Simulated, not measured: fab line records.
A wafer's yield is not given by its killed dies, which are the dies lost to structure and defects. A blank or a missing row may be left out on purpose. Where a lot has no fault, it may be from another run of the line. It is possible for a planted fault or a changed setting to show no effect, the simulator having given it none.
fab line records    flow sky130    part 1 of 2: steps 1 to 30 of 41
[record] lots = 5  wafers = 15  last_day = 49
route steps=708 shown CAPM@551 METAL3@555 VIA3@573
lots untouched by any fault: they come from a run of this same line in which no faults occurred
start_h: the number of hours between the record's first day and the start of the first shown wafer of the lot    wait_h: how many hours have passed since the lot's step before this one    " same as the row above    L1.1+2: several wafers, shown together as one row    - no value present, or no start provided    * or withheld: withheld    < > ~ a bound
route shown NAME@n: names a module that has steps shown in the file, with the first one's number in the route    usual: mean/standard deviation taken from wafers without a fault    same: alike in all rows    chamber/n: place in a boat    sites: per-site readings    _std_site: their standard deviation    _edge_site: the outer-site mean with the inner-site mean subtracted    radius_mm: for every site, how far away it sits from the centre of the wafer    mask NAME#n: copy n    behind: tool/chamber where the wafer was last shaped    hold: what put the lot on hold/how long, in hours/how the hold closed    device: transistor that didn't switch, given as n, p or np    end of line: tests run on the same wafers once the route is complete    for a step that has no rows: nothing shown but its recipe    killed: dies that structure and defects cost at the first sort, which is not the same as the wafer's yield    map: shows each die of a wafer: x if killed, . if not, _ if none is there
set.NAME: the run value of the setting; set.NAME@STEP: its run value at that earlier step    model.NAME: the simulator's own value behind a step, which no gauge read
certain route steps with their lots: each step a table, each wafer a row
services: when a tool's chamber went out of use (start_h, in hours from the record's first day, below 0 if earlier), for how many hours, and the reason
[[steps]]
[step SKY_CAPM_STRIP_14]
[recipe] chemistry = O2/N2  power_w = 1400  pressure_mtorr = 1500  platen_temp_c = withheld  o2_flow_sccm = 3000  n2_flow_sccm = 300  overash_fraction = 0.5
[usual] drypump_motor_current_A = 5.6/0.42  oes_product_au = 0.710/0.0044  strip_time_to_endpoint_s = 12.64/0.042
lot.wafer  tool             chamber  start_h  wait_h  drypump_motor_current_A  oes_product_au  rf_hours_counter_h  strip_time_to_endpoint_s
L074.2     plasma_asher-01  0        874.38   0.1     5.3                      0.712           44                  12.66
L074.4     "                1        "        "       6.1                      0.713           -                   12.69
L074.5     "                1        "        "       6.1                      0.709           -                   12.72
L076.2     plasma_asher-01  0        893.80   0.1     5.3                      0.707           46                  12.66
L076.5     "                1        "        "       6.1                      0.712           -                   12.65
L076.6     "                0        "        "       5.3                      0.712           -                   12.60
L078.2     plasma_asher-02  0        908.20   0.1     5.3                      0.706           112                 12.62
L078.4     "                1        "        "       6.4                      0.711           -                   12.63
L078.5     "                0        "        "       5.4                      0.722           -                   12.62
L082.4     plasma_asher-01  0        943.08   0.1     5.3                      0.709           -                   12.66
L082.5     "                1        "        "       6.1                      0.712           -                   12.66
L082.6     "                0        "        "       5.4                      0.700           -                   12.71
L093.1     plasma_asher-02  1        1011.85  0.1     6.4                      0.709           122                 12.66
L093.3     "                1        "        "       6.3                      0.713           -                   12.69
L093.4     "                0        "        "       5.4                      0.704           -                   12.72
[step SKY_CAPM_STRIP_15]
[recipe] chemistry = post_etch_residue_remover  time_s = 1200  temp_c = 72.5
lot.wafer   tool          chamber  start_h  wait_h
L074.2+4+5  wet_bench-02  3        874.48   0.1
L076.2+5+6  wet_bench-03  1        893.90   0.1
L078.2+4+5  wet_bench-04  2        908.30   0.1
L082.4+5+6  wet_bench-02  1        943.15   0.0
L093.1+3+4  wet_bench-04  1        1011.95  0.1
[step SKY_CAPM_CLEAN_16]
[recipe] chemistry = IPA  time_s = 180  temp_c = 25
lot.wafer   tool          chamber  start_h  wait_h
L074.2+4+5  wet_bench-02  3        874.82   0.0
L076.2+5+6  wet_bench-04  0        894.24   0.0
L078.2+4+5  wet_bench-02  2        908.64   0.0
L082.4+5+6  wet_bench-03  3        943.52   0.0
L093.1+3+4  wet_bench-04  0        1012.32  0.0
[step SKY_CAPM_CLEAN_17]
[recipe] chemistry = O3/DIW  dry = n2_spin
lot.wafer   tool          chamber  start_h  wait_h
L074.2+4+5  wet_bench-03  3        874.88   0.0
L076.2+5+6  wet_bench-02  3        894.30   0.0
L078.2+4+5  wet_bench-03  3        908.70   0.0
L082.4+5+6  wet_bench-02  2        943.58   0.0
L093.1+3+4  wet_bench-04  1        1012.38  0.0
[step SKY_METAL3_DEHYDRATE_05]
[recipe] temp_c = 200  time_s = 60
[usual] heater_power_total_W = 160.38/0.13
lot.wafer  tool            chamber  start_h  wait_h  heater_power_total_W
L074.2     litho_track-04  0        886.61   11.6    160.58
L074.4     "               0        "        "       160.55
L074.5     "               0        "        "       160.30
L076.2     litho_track-02  0        907.00   12.6    160.47
L076.5     "               0        "        "       160.51
L076.6     "               0        "        "       160.48
L078.2     litho_track-01  0        920.32   11.5    160.39
L078.4     "               0        "        "       160.48
L078.5     "               0        "        "       160.28
L082.4     litho_track-04  0        955.21   11.5    160.49
L082.5     "               0        "        "       160.48
L082.6     "               0        "        "       160.32
L093.1     litho_track-04  0        1023.24  10.8    160.37
L093.3     "               0        "        "       160.23
L093.4     "               0        "        "       160.45
[step SKY_METAL3_HMDS_06]
[recipe] prime_time_s = 60  prime_temp_c = 120
[usual] prime_temp_c = 120.00/0.14
lot.wafer  tool            chamber  start_h  wait_h  prime_temp_c
L074.2     litho_track-04  0        886.76   0.1     120.18
L074.4     "               0        "        "       120.28
L074.5     "               0        "        "       120.21
L076.2     litho_track-02  0        907.15   0.1     119.89
L076.5     "               0        "        "       119.92
L076.6     "               0        "        "       120.05
L078.2     litho_track-01  0        920.47   0.1     120.17
L078.4     "               0        "        "       119.96
L078.5     "               0        "        "       119.93
L082.4     litho_track-04  0        955.36   0.1     120.19
L082.5     "               0        "        "       119.88
L082.6     "               0        "        "       120.15
L093.1     litho_track-04  0        1023.39  0.1     120.12
L093.3     "               0        "        "       120.05
L093.4     "               0        "        "       120.16
[step SKY_METAL3_COAT_07]
[recipe] resist = BARC  temp_c = withheld  time_s = withheld  spin_rpm = 3000  resist_thk_nm = 60
lot.wafer   tool            chamber  start_h  wait_h
L074.2+4+5  litho_track-04  0        886.91   0.1
L076.2+5+6  litho_track-02  0        907.30   0.1
L078.2+4+5  litho_track-01  0        920.62   0.1
L082.4+5+6  litho_track-04  0        955.51   0.1
L093.1+3+4  litho_track-04  0        1023.54  0.1
[step SKY_METAL3_COAT_08]
[recipe] resist = KrF-thick  spin_rpm = 3000  resist_thk_nm = 1140
lot.wafer   tool            chamber  start_h  wait_h
L074.2+4+5  litho_track-04  0        -        -
L076.2+5+6  litho_track-02  0        -        -
L078.2+4+5  litho_track-01  0        -        -
L082.4+5+6  litho_track-04  0        -        -
L093.1+3+4  litho_track-04  0        -        -
[step SKY_METAL3_SOFTBAKE_09]
[recipe] temp_c = 100  time_s = 90  resist = KrF-thick
[usual] heater_power_total_W = 57.34/0.11
lot.wafer  tool            chamber  start_h  wait_h  heater_power_total_W
L074.2     litho_track-04  0        -        -       57.23
L074.4     "               0        "        "       57.22
L074.5     "               0        "        "       57.42
L076.2     litho_track-02  0        -        -       57.50
L076.5     "               0        "        "       57.34
L076.6     "               0        "        "       57.22
L078.2     litho_track-01  0        -        -       57.40
L078.4     "               0        "        "       57.36
L078.5     "               0        "        "       57.33
L082.4     litho_track-04  0        -        -       57.28
L082.5     "               0        "        "       57.31
L082.6     "               0        "        "       57.39
L093.1     litho_track-04  0        -        -       57.54
L093.3     "               0        "        "       57.44
L093.4     "               0        "        "       57.22
[step SKY_METAL3_EXPOSE_10]
[recipe] mask_id = MM3  na = 0.68  source_shape = annular  sigma_inner = 0.4  sigma_outer = 0.8  target_cd_nm = 300  dose_mj = 28
[same] sigma_inner = 0.4
lot.wafer   tool            chamber  start_h  wait_h  mask
L074.2+4+5  krf_scanner-01  0        -        -       MM3#0
L076.2+5+6  krf_scanner-02  0        -        -       MM3#0
L078.2+4+5  krf_scanner-02  0        -        -       MM3#0
L082.4+5+6  krf_scanner-01  0        -        -       MM3#0
L093.1+3+4  krf_scanner-02  0        -        -       MM3#0
[step SKY_METAL3_PEB_11]
[recipe] peb_temp_c = withheld  peb_time_s = withheld  resist = KrF-thick
lot.wafer   tool            chamber  start_h  wait_h
L074.2+4+5  litho_track-04  0        -        -
L076.2+5+6  litho_track-02  0        -        -
L078.2+4+5  litho_track-01  0        -        -
L082.4+5+6  litho_track-01  0        -        -
L093.1+3+4  litho_track-01  0        -        -
[step SKY_METAL3_DEVELOP_12]
[recipe] develop_time_s = 60  resist = KrF-thick  dev_temp_c = 21
lot.wafer   tool            chamber  start_h  wait_h
L074.2+4+5  litho_track-04  0        -        -
L076.2+5+6  litho_track-02  0        -        -
L078.2+4+5  litho_track-01  0        -        -
L082.4+5+6  litho_track-01  0        -        -
L093.1+3+4  litho_track-01  0        -        -
[step SKY_METAL3_CD_MEAS_13]
[recipe] target_cd_nm = 300
[usual] cd_nm = 300.4/1.5
lot.wafer  tool       chamber  start_h  wait_h  cd_nm
L074.2     cd_sem-01  -        900.35   -       302.3
L074.4     "          -        "        "       301.6
L074.5     "          -        "        "       300.3
L076.2     cd_sem-01  -        919.54   -       297.0
L076.5     "          -        "        "       298.7
L076.6     "          -        "        "       298.1
L078.2     cd_sem-01  -        933.12   -       298.9
L078.4     "          -        "        "       299.2
L078.5     "          -        "        "       299.4
L082.4     cd_sem-01  -        968.11   -       300.7
L082.5     "          -        "        "       300.5
L082.6     "          -        "        "       300.7
L093.1     cd_sem-02  -        1034.80  -       301.0
L093.3     "          -        "        "       300.8
L093.4     "          -        "        "       301.4
[step SKY_METAL3_OVL_MEAS_14]
[usual] METAL3_OVL = -5/5
lot.wafer  tool        chamber  start_h  wait_h  METAL3_OVL[nm]
L074.2     overlay-02  -        900.46   0.1     -10
L074.4     "           -        "        "       -6
L074.5     "           -        "        "       -9
L076.2     overlay-01  -        919.65   0.1     -8
L076.5     "           -        "        "       -5
L076.6     "           -        "        "       -1
L078.2     overlay-02  -        933.23   0.1     -4
L078.4     "           -        "        "       -1
L078.5     "           -        "        "       5
L082.4     overlay-01  -        968.19   0.1     0
L082.5     "           -        "        "       3
L082.6     "           -        "        "       -7
L093.1     overlay-02  -        1034.92  0.1     -13
L093.3     "           -        "        "       -9
L093.4     "           -        "        "       -9
[step SKY_METAL3_DESCUM_15]
[recipe] chemistry = O2  source_power_w = 150  bias_power_w = 0  pressure_mtorr = 10  temp_c = 40  time_s = 8
[usual] drypump_motor_current_A = 5.8/0.43  oes_product_au = 0.998/0.012
lot.wafer  tool          chamber  start_h  wait_h  drypump_motor_current_A  oes_product_au  rf_hours_counter_h
L074.2     rie_metal-02  1        900.49   0.0     6.3                      0.991           2
L074.4     "             0        "        "       5.4                      1.000           -
L074.5     "             0        "        "       5.4                      0.992           -
L076.2     rie_metal-01  1        919.68   0.0     5.4                      1.003           6
L076.5     "             0        "        "       6.2                      1.018           -
L076.6     "             1        "        "       5.4                      0.994           -
L078.2     rie_metal-02  0        933.26   0.0     5.5                      1.012           15
L078.4     "             1        "        "       6.3                      0.991           -
L078.5     "             0        "        "       5.4                      1.010           -
L082.4     rie_metal-02  0        968.22   0.0     5.4                      1.000           -
L082.5     "             0        "        "       5.4                      1.000           -
L082.6     "             1        "        "       6.4                      0.988           -
L093.1     rie_metal-02  1        1034.96  0.0     6.4                      0.990           8
L093.3     "             0        "        "       5.4                      0.999           -
L093.4     "             1        "        "       6.3                      0.989           -
[step SKY_METAL3_ETCH_16]
[recipe] chemistry = N2/H2  target = BARC  ion_energy_ev = 200  bias_w = 100  pressure_mtorr = 30  n2_flow_sccm = 100  h2_flow_sccm = 200  icp_w = 500  stop_on = SiO2  time_s = 88.2  target_depth_a = 600
[usual] drypump_motor_current_A = 5.8/0.43  oes_product_au = 0.626/0.0049  throttle_valve_pct = 13.205/0.0094
lot.wafer  tool          chamber  start_h  wait_h  drypump_motor_current_A  oes_product_au  rf_hours_counter_h  throttle_valve_pct
L074.2     rie_metal-02  1        900.52   0.0     6.3                      0.629           2                   13.225
L074.4     "             0        "        "       5.4                      0.616           -                   13.199
L074.5     "             0        "        "       5.5                      0.623           -                   13.200
L076.2     rie_metal-01  1        919.71   0.0     5.4                      0.630           6                   13.208
L076.5     "             0        "        "       6.2                      0.620           -                   13.202
L076.6     "             1        "        "       5.4                      0.631           -                   13.219
L078.2     rie_metal-02  0        933.29   0.0     5.5                      0.631           15                  13.204
L078.4     "             1        "        "       6.3                      0.629           -                   13.217
L078.5     "             0        "        "       5.5                      0.629           -                   13.209
L082.4     rie_metal-02  0        968.27   0.0     5.5                      0.625           -                   13.215
L082.5     "             0        "        "       5.5                      0.633           -                   13.200
L082.6     "             1        "        "       6.3                      0.632           -                   13.214
L093.1     rie_metal-02  1        1034.99  0.0     6.3                      0.629           8                   13.197
L093.3     "             0        "        "       5.4                      0.629           -                   13.215
L093.4     "             1        "        "       6.3                      0.625           -                   13.185
[step SKY_METAL3_ETCH_17]
[recipe] target = SiO2  stop_on = TiN  chemistry = C4F8/O2/Ar  source_w = 1500  bias_w = 1200  pressure_mtorr = 40  c4f8_flow_sccm = withheld  O2_flow_sccm = 6  Ar_flow_sccm = 300  time_s = 3.9  target_depth_a = 150
[usual] oes_product_au = 0.753/0.007
lot.wafer  tool         chamber  start_h  wait_h  oes_product_au  rf_hours_counter_h
L074.2     rie_diel-04  3        900.62   0.1     0.756           11
L074.4     "            0        "        "       0.765           3
L074.5     "            3        "        "       0.764           -
L076.2     rie_diel-01  0        919.81   0.1     0.751           15
L076.5     "            1        "        "       0.751           -
L076.6     "            0        "        "       0.754           -
L078.2     rie_diel-02  1        933.39   0.1     0.744           18
L078.4     "            0        "        "       0.758           6
L078.5     "            1        "        "       0.750           -
L082.4     rie_diel-04  2        968.34   0.0     0.758           0
L082.5     "            0        "        "       0.749           -
L082.6     "            1        "        "       0.760           -
L093.1     rie_diel-01  2        1035.09  0.1     0.744           17
L093.3     "            0        "        "       0.748           19
L093.4     "            3        "        "       0.755           5
[step SKY_METAL3_METAL_ETCH_18]
[recipe] target_depth_a = 8450  stop_on = SiO2  over_etch_frac = 0.3  time_s = 183.1  chemistry = Cl2/BCl3  resist_sidewall_deg = 88  pressure_mtorr = 10  icp_w = 900  bias_w = 48.5  Cl2_flow_sccm = 60  bcl3_flow_sccm = 30
[usual] drypump_motor_current_A = 5.9/0.41  mfc_cl2_sccm = 59.99/0.16  oes_product_au = 0.866/0.0062  throttle_valve_pct = 22.264/0.0089
lot.wafer  tool          chamber  start_h  wait_h  drypump_motor_current_A  mfc_cl2_sccm  oes_product_au  rf_hours_counter_h  throttle_valve_pct
L074.2     rie_metal-03  0        900.70   0.1     6.3                      59.94         0.866           -                   22.278
L074.4     "             0        "        "       6.3                      60.06         0.861           -                   22.269
L074.5     "             0        "        "       6.3                      59.84         0.871           -                   22.243
L076.2     rie_metal-02  1        919.82   0.0     6.3                      60.09         0.866           3                   22.274
L076.5     "             0        "        "       5.4                      60.14         0.866           -                   22.246
L076.6     "             1        "        "       6.3                      59.70         0.878           -                   22.259
L078.2     rie_metal-03  1        933.40   0.0     5.4                      59.98         0.871           1                   22.257
L078.4     "             0        "        "       6.3                      60.12         0.857           -                   22.260
L078.5     "             1        "        "       5.5                      60.03         0.864           -                   22.273
L082.4     rie_metal-03  1        968.41   0.1     5.5                      60.01         0.854           -                   22.255
L082.5     "             1        "        "       5.5                      59.85         0.860           -                   22.265
L082.6     "             0        "        "       6.3                      60.37         0.861           -                   22.266
L093.1     rie_metal-01  0        1035.10  0.0     6.2                      59.89         0.865           15                  22.268
L093.3     "             1        "        "       5.4                      60.17         0.866           -                   22.267
L093.4     "             0        "        "       6.3                      60.06         0.869           -                   22.264
[step SKY_METAL3_STRIP_19]
[recipe] chemistry = O2/N2  power_w = 1400  pressure_mtorr = 1500  platen_temp_c = withheld  o2_flow_sccm = 3000  n2_flow_sccm = 300  overash_fraction = 0.5
[usual] drypump_motor_current_A = 5.6/0.45  oes_product_au = 0.501/0.0059  strip_time_to_endpoint_s = 6.49/0.094
lot.wafer  tool             chamber  start_h  wait_h  drypump_motor_current_A  oes_product_au  rf_hours_counter_h  strip_time_to_endpoint_s
L074.2     plasma_asher-01  1        900.99   0.2     6.1                      0.517           47                  6.69
L074.4     "                1        "        "       6.1                      0.504           -                   6.69
L074.5     "                0        "        "       5.4                      0.502           -                   6.61
L076.2     plasma_asher-04  1        920.00   0.1     6.4                      0.508           18                  6.54
L076.5     "                1        "        "       6.4                      0.501           -                   6.47
L076.6     "                0        "        "       5.3                      0.505           -                   6.61
L078.2     plasma_asher-01  0        933.58   0.1     5.3                      0.498           50                  6.38
L078.4     "                1        "        "       6.1                      0.505           -                   6.55
L078.5     "                1        "        "       6.1                      0.500           -                   6.47
L082.4     plasma_asher-03  1        968.57   0.1     5.1                      0.495           -                   6.36
L082.5     "                0        "        "       5.6                      0.496           -                   6.45
L082.6     "                1        "        "       5.1                      0.505           -                   6.55
L093.1     plasma_asher-01  1        1035.28  0.1     6.1                      0.505           60                  6.43
L093.3     "                0        "        "       5.3                      0.506           -                   6.52
L093.4     "                1        "        "       6.1                      0.496           -                   6.38
[step SKY_METAL3_STRIP_20]
[recipe] chemistry = post_etch_residue_remover  time_s = 1200  temp_c = 72.5
lot.wafer   tool          chamber  start_h  wait_h
L074.2+4+5  wet_bench-01  0        901.09   0.1
L076.2+5+6  wet_bench-03  0        920.10   0.1
L078.2+4+5  wet_bench-03  3        933.68   0.1
L082.4+5+6  wet_bench-03  3        968.63   0.0
L093.1+3+4  wet_bench-01  3        1035.38  0.1
[step SKY_METAL3_CLEAN_21]
[recipe] chemistry = IPA  time_s = 180  temp_c = 25
lot.wafer   tool          chamber  start_h  wait_h
L074.2+4+5  wet_bench-01  1        901.50   0.0
L076.2+5+6  wet_bench-02  2        920.47   0.0
L078.2+4+5  wet_bench-02  1        934.05   0.0
L082.4+5+6  wet_bench-02  3        969.00   0.0
L093.1+3+4  wet_bench-01  3        1035.75  0.0
[step SKY_METAL3_CLEAN_22]
[recipe] chemistry = O3/DIW  dry = n2_spin
lot.wafer   tool          chamber  start_h  wait_h
L074.2+4+5  wet_bench-01  2        901.56   0.0
L076.2+5+6  wet_bench-01  1        920.53   0.0
L078.2+4+5  wet_bench-01  1        934.12   0.0
L082.4+5+6  wet_bench-01  2        969.07   0.0
L093.1+3+4  wet_bench-01  2        1035.82  0.0
[step SKY_VIA3_HDPCVD_00]
[recipe] material = SiO2  target_thk_nm = 1635  sigma_open_frac = 0.3  time_s = 272.5  temp_c = 400  sih4_flow_sccm = 60  pressure_mtorr = 6
lot.wafer   tool       chamber  start_h  wait_h
L074.2+4+5  hdpcvd-02  2,0,1    901.66   0.0
L076.2+5+6  hdpcvd-02  1,1,0    920.62   0.0
L078.2+4+5  hdpcvd-01  2,0,2    934.21   0.0
L082.4+5+6  hdpcvd-01  0,2,1    969.25   0.1
L093.1+3+4  hdpcvd-01  2,0,2    1035.92  0.0
[step SKY_VIA3_THK_MEAS_01]
[recipe] reads = SiO2_of_VIA3_HDPCVD_00
[usual] VIA3_HDPCVD_THK = 1634/15
lot.wafer  tool           chamber  start_h  wait_h  VIA3_HDPCVD_THK[nm]
L074.2     film_metro-01  -        901.84   0.1     1636
L074.4     "              -        "        "       1619
L074.5     "              -        "        "       1649
L076.2     film_metro-01  -        920.89   0.2     1672
L076.5     "              -        "        "       1676
L076.6     "              -        "        "       1643
L078.2     film_metro-01  -        934.39   0.1     1608
L078.4     "              -        "        "       1641
L078.5     "              -        "        "       1629
L082.4     film_metro-01  -        969.36   0.0     1653
L082.5     "              -        "        "       1620
L082.6     "              -        "        "       1634
L093.1     film_metro-04  -        1036.09  0.1     1630
L093.3     "              -        "        "       1633
L093.4     "              -        "        "       1614
[step SKY_VIA3_CMP_02]
[recipe] material = SiO2  down_force_psi = 4  platen_rpm = 60  pad_velocity_m_s = 0.94248
[usual] motor_current_A = 11.5/1.4
lot.wafer  tool    chamber  start_h  wait_h  motor_current_A
L074.4     cmp-01  1        901.95   0.1     9.8
L074.2     "       2        "        "       10.2
L074.5     "       1        "        "       10.0
L076.2     cmp-01  2        921.54   0.6     9.8
L076.6     "       1        "        "       10.5
L076.5     "       2        "        "       10.3
L078.2     cmp-01  2        934.44   0.0     9.9
L078.4     "       1        "        "       9.2
L078.5     "       3        "        "       12.2
L082.4     cmp-02  3        969.39   0.0     12.7
L082.5     "       3        "        "       12.9
L082.6     "       0        "        "       9.7
L093.3     cmp-02  2        1036.15  0.0     13.4
L093.4     "       0        "        "       10.8
L093.1     "       1        "        "       11.2
[step SKY_VIA3_BOW_MEAS_03]
[recipe] mode = bow
[usual] VIA3_BOW = 80/7.8
lot.wafer  tool           chamber  start_h  wait_h  VIA3_BOW[um]
L074.2     film_metro-04  -        902.27   0.2     78
L074.4     "              -        "        "       68
L074.5     "              -        "        "       78
L076.2     film_metro-04  -        921.81   0.2     85
L076.5     "              -        "        "       78
L076.6     "              -        "        "       86
L078.2     film_metro-04  -        934.76   0.3     68
L078.4     "              -        "        "       64
L078.5     "              -        "        "       77
L082.4     film_metro-04  -        969.75   0.3     75
L082.5     "              -        "        "       86
L082.6     "              -        "        "       81
L093.1     film_metro-04  -        1036.45  0.1     83
L093.3     "              -        "        "       71
L093.4     "              -        "        "       88
[step SKY_VIA3_DEHYDRATE_04]
[recipe] temp_c = 200  time_s = 60
[usual] heater_power_total_W = 160.37/0.12
lot.wafer  tool            chamber  start_h  wait_h  heater_power_total_W
L074.2     litho_track-03  0        913.79   11.5    160.49
L074.4     "               0        "        "       160.19
L074.5     "               0        "        "       160.15
L076.2     litho_track-03  0        933.34   11.5    160.30
L076.5     "               0        "        "       160.18
L076.6     "               0        "        "       160.25
L078.2     litho_track-04  0        946.16   11.4    160.39
L078.4     "               0        "        "       160.33
L078.5     "               0        "        "       160.34
L082.4     litho_track-02  0        980.90   11.1    160.34
L082.5     "               0        "        "       160.38
L082.6     "               0        "        "       160.49
L093.1     litho_track-04  0        1046.94  10.5    160.39
L093.3     "               0        "        "       160.45
L093.4     "               0        "        "       160.61
[step SKY_VIA3_HMDS_05]
[recipe] prime_time_s = 60  prime_temp_c = 120
[usual] prime_temp_c = 119.97/0.13
lot.wafer  tool            chamber  start_h  wait_h  prime_temp_c
L074.2     litho_track-03  0        913.94   0.1     119.99
L074.4     "               0        "        "       119.85
L074.5     "               0        "        "       119.91
L076.2     litho_track-03  0        933.49   0.1     120.14
L076.5     "               0        "        "       120.06
L076.6     "               0        "        "       120.17
L078.2     litho_track-04  0        946.31   0.1     119.95
L078.4     "               0        "        "       120.19
L078.5     "               0        "        "       119.80
L082.4     litho_track-02  0        981.05   0.1     119.87
L082.5     "               0        "        "       119.81
L082.6     "               0        "        "       119.96
L093.1     litho_track-04  0        1047.09  0.1     119.79
L093.3     "               0        "        "       119.79
L093.4     "               0        "        "       119.87
[step SKY_VIA3_COAT_06]
[recipe] resist = BARC  temp_c = withheld  time_s = withheld  spin_rpm = 3000  resist_thk_nm = 60
lot.wafer   tool            chamber  start_h  wait_h
L074.2+4+5  litho_track-03  0        914.09   0.1
L076.2+5+6  litho_track-03  0        933.64   0.1
L078.2+4+5  litho_track-04  0        946.46   0.1
L082.4+5+6  litho_track-02  0        981.20   0.1
L093.1+3+4  litho_track-04  0        1047.24  0.1
[step SKY_VIA3_COAT_07]
[recipe] resist = KrF-thick  spin_rpm = 3000  resist_thk_nm = 450
lot.wafer   tool            chamber  start_h  wait_h
L074.2+4+5  litho_track-03  0        -        -
L076.2+5+6  litho_track-03  0        -        -
L078.2+4+5  litho_track-04  0        -        -
L082.4+5+6  litho_track-02  0        -        -
L093.1+3+4  litho_track-04  0        -        -
